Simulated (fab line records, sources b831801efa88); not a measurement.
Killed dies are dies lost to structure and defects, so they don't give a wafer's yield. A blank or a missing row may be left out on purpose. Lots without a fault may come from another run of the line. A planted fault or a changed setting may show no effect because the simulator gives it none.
Which tool did it? | flow sky130 | 6 lots, 17 wafers sampled, at 1 step of a route of 708

WHAT THE GAUGES READ, wafer by wafer
SKY_METAL1_OVL_MEAS_16.
lot  | measured     | on         | METAL1_OVL (nm)
L746 | day 34 03:22 | overlay-02 | 5 11 6
L752 | day 35 18:43 | overlay-02 | 5 7
L755 | day 36 23:37 | overlay-01 | 7 6 6
L758 | day 37 08:10 | overlay-01 | 10 10 10
L765 | day 39 14:52 | overlay-01 | 1 14 3
L767 | day 40 00:28 | overlay-01 | 6 9 10

WHICH TOOL RAN EACH LOT (tool, then ch and the chambers of the sampled wafers, then the start)
The record holds no process step before these readings.

THE ANSWER, worked out from the rows above alone
Rule: what is usual is taken from the lots themselves. Put in order of their means at a reading, lots are off if they are a third of the lots or fewer, leave a main group of 4 or more, and stand apart from it by a gap of 3 or more times the standard deviation of the main group's means; of several such gaps the widest counts. A main group whose means are all the same, to the digits that the tables above print for the reading, isn't used. A lot without any number at a reading at which 4 lots or more have one is off too. The other lots that the step has rows for count as sound.
No lot is off at any reading shown: from this, nothing can be told.

WHAT THE SIMULATOR HAD PUT IN
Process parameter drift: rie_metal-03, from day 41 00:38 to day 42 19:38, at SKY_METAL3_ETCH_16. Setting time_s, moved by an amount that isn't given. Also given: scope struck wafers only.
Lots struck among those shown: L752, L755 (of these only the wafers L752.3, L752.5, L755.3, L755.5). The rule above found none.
